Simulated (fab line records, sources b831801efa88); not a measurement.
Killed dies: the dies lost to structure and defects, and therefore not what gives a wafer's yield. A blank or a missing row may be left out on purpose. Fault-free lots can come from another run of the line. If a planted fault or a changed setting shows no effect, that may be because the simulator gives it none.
The tool behind it: which one?	flow sky130	24 lots with 72 wafers sampled at 4 steps, on a route of 708 steps

## WHAT THE GAUGES SHOWED, per wafer
SKY_FIELD_ISO_BOW_MEAS_00. Usual: INCOMING_BOW -1 um, standard deviation 5.8.
lot	measured	on	INCOMING_BOW (um)	flag
L074	day 1 10:00	film-metro-04	-2 -5 3	
L075	day 1 15:01	film-metro-02	-5 -2 -1	
L076	day 1 20:00	film-metro-04	-2 3 10	
L077	day 2 01:01	film-metro-04	-9 -9 -6	
L078	day 2 06:00	film-metro-04	-3 15 -3	
L079	day 2 11:00	film-metro-02	-1 -5 10	
L080	day 2 16:00	film-metro-01	-8 -13 1	
L081	day 2 21:00	film-metro-01	-11 3 -4	
L082	day 3 02:00	film-metro-04	-7 -4 4	
L083	day 3 07:02	film-metro-01	0 11 -1	
L084	day 3 12:00	film-metro-02	-1 -7 -7	
L085	day 3 17:01	film-metro-02	-14 -11 4	
L086	day 3 22:00	film-metro-02	-1 1 13	
L087	day 4 03:00	film-metro-01	2 -8 -11	
L088	day 4 08:01	film-metro-04	-6 -3 -9	
L089	day 4 13:01	film-metro-01	4 -4 -1	
L090	day 4 18:02	film-metro-02	-3 -8 3	
L091	day 4 23:02	film-metro-04	-5 -1 -2	
L092	day 5 04:01	film-metro-02	-2 1 -8	
L093	day 5 09:04	film-metro-04	3 5 8	
L094	day 5 14:00	film-metro-02	-4 -13 3	
L095	day 5 19:00	film-metro-02	-5 4 -5	
L096	day 6 00:01	film-metro-01	-11 -1 -1	
L097	day 6 05:04	film-metro-01	-5 -2 6	

SKY_PWDE_OVL_MEAS_07. Usual: PWDE_OVL 0.0 nm, standard deviation 1.8.
lot	measured	on	PWDE_OVL (nm)	flag
L074	day 3 18:54	overlay-02	1.1 0.7 0.5	
L075	day 4 00:27	overlay-01	1.3 2.8 4.2	
L076	day 4 05:29	overlay-01	1.1 0.5 1.5	
L077	day 4 17:57	overlay-02	-1.6 -2.8 -2.6	
L078	day 4 23:59	overlay-02	0.3 0.1 0.7	
L079	day 5 02:41	overlay-02	-0.8 -2.6 -1.8	
L080	day 5 05:12	overlay-02	1.5 1.5 0.4	
L081	day 5 11:15	overlay-01	3.5 2.8 3.3	
L082	day 5 18:53	overlay-02	-1.0 -2.0 -1.4	
L083	day 6 00:28	overlay-01	-1.0 -0.8 -1.4	
L084	day 6 10:14	overlay-02	-1.3 -1.1 -1.6	
L085	day 6 13:27	overlay-02	-2.2 -1.6 -1.9	
L086	day 6 15:12	overlay-01	-0.8 -1.0 -1.0	
L087	day 6 20:27	overlay-02	0.8 1.8 0.1	
L088	day 7 00:18	overlay-02	1.4 0.2 1.1	
L089	day 7 10:36	overlay-01	0.0 -0.4 0.7	
L090	day 7 15:48	overlay-02	-1.9 -3.2 -1.7	
L091	day 7 19:54	overlay-02	-0.5 2.1 0.6	
L092	day 8 14:38	overlay-01	2.6 1.1 0.5	
L093	day 8 17:13	overlay-01	0.2 0.2 0.8	
L094	day 8 18:56	overlay-02	-2.6 -0.5 0.5	
L095	day 8 19:02	overlay-02	-1.0 -0.5 -2.2	
L096	day 9 04:51	overlay-01	-1.3 -2.4 -2.3	
L097	day 9 15:33	overlay-01	1.1 3.2 2.5	

SKY_NWELL_OVL_MEAS_23. Usual: NWELL_01_OVL -1.3 nm, standard deviation 1.5.
lot	measured	on	NWELL_01_OVL (nm)	flag
L074	day 5 04:50	overlay-01	-3.0 -3.3 -1.9	
L075	day 5 10:30	overlay-01	-3.2 -0.1 1.6	
L076	day 5 16:29	overlay-01	-0.6 0.1 0.4	
L077	day 6 08:42	overlay-02	1.2 0.3 0.7	
L078	day 6 12:17	overlay-02	-1.7 -0.9 -2.3	
L079	day 6 15:05	overlay-02	-2.2 0.6 -0.8	
L080	day 6 17:05	overlay-02	-0.6 -1.5 -0.3	
L081	day 7 03:17	overlay-01	-0.4 -0.2 -0.7	
L082	day 7 07:05	overlay-02	-1.1 -2.9 -1.5	
L083	day 7 13:27	overlay-02	-0.5 -1.0 -1.7	
L084	day 7 23:33	overlay-02	-1.4 -1.0 -3.8	
L085	day 8 02:48	overlay-01	-2.2 -1.6 -0.7	
L086	day 8 03:47	overlay-01	2.2 0.4 1.8	
L087	day 8 09:44	overlay-01	-1.5 -0.9 -1.1	
L088	day 8 15:30	overlay-02	-1.3 -2.7 -1.8	
L089	day 9 03:02	overlay-02	-4.0 -4.8 -4.3	
L090	day 9 07:48	overlay-01	-0.2 -0.7 -0.1	
L091	day 9 12:54	overlay-01	-1.2 -0.5 -1.3	
L092	day 10 12:27	overlay-02	-0.9 0.2 -1.9	
L093	day 10 12:07	overlay-02	-2.2 -2.5 -1.1	
L094	day 10 14:53	overlay-02	0.6 1.2 0.1	
L095	day 10 15:38	overlay-02	-1.4 -2.1 -3.8	
L096	day 11 00:36	overlay-01	-3.0 -3.2 -3.4	
L097	day 11 11:34	overlay-02	-3.6 -2.4 -1.1	

SKY_POLY_CUT_OVL_MEAS_09. Usual: POLY_CUT_OVL 3 nm, standard deviation 5.
lot	measured	on	POLY_CUT_OVL (nm)	flag
L074	day 23 16:03	overlay-02	-4 -1 -5	
L075	day 23 22:43	overlay-01	-1 5 -1	
L076	day 24 17:28	overlay-01	9 9 4	
L077	day 25 11:43	overlay-02	1 6 5	
L078	day 25 21:16	overlay-01	5 5 6	
L079	day 26 00:19	overlay-01	3 2 2	
L080	day 26 14:00	overlay-01	17 8 10	
L081	day 27 01:10	overlay-01	3 1 -2	
L082	day 27 04:16	overlay-02	-6 3 -6	
L083	day 27 11:13	overlay-01	1 4 1	
L084	day 27 23:28	overlay-02	3 6 1	
L085	day 28 05:22	overlay-02	-5 -8 -8	
L086	day 28 07:30	overlay-01	1 4 -7	
L087	day 28 19:04	overlay-01	4 6 4	
L088	day 28 20:19	overlay-01	6 4 2	
L089	day 29 10:37	overlay-01	0 -4 1	
L090	day 29 23:13	overlay-01	-3 4 4	
L091	day 30 01:07	overlay-02	8 3 1	
L092	day 32 05:04	overlay-02	12 6 8	
L093	day 32 04:38	overlay-01	4 1 8	
L094	day 32 04:39	overlay-02	14 14 14	
L095	day 32 05:25	overlay-01	3 -1 -1	
L096	day 32 05:46	overlay-01	3 2 2	
L097	day 32 11:29	overlay-02	4 0 -1	

## WHAT TOOL EACH LOT RAN ON (gives the tool, then ch and the chambers of the sampled wafers, and finally the start)
Before these readings, the record contains no process step.

## WHAT THE TOOLS THEMSELVES READ (means of the sampled wafers that have a number; where no wafer has one, the mark that the record gives instead)
The record holds no such reading with a usual standard deviation.

## THE ANSWER, worked out from the rows above alone
Rule: take the mean of a lot's wafers that have a number; if it is more than 3 standard deviations from the usual mean, the lot is off. A lot without any number at a reading at which 4 lots or more have one is off too. All remaining lots with rows at the step are treated as sound. Order of review: gauges by route order, followed by the tools' own readings, for which a lot's mean as printed above is used. At the first step where some lot is off, the reading lying furthest off is the one used; lots without a number count as furthest.
None of the lots is off at any reading shown; this tells nothing.

## WHAT HAD BEEN PUT IN BY THE SIMULATOR
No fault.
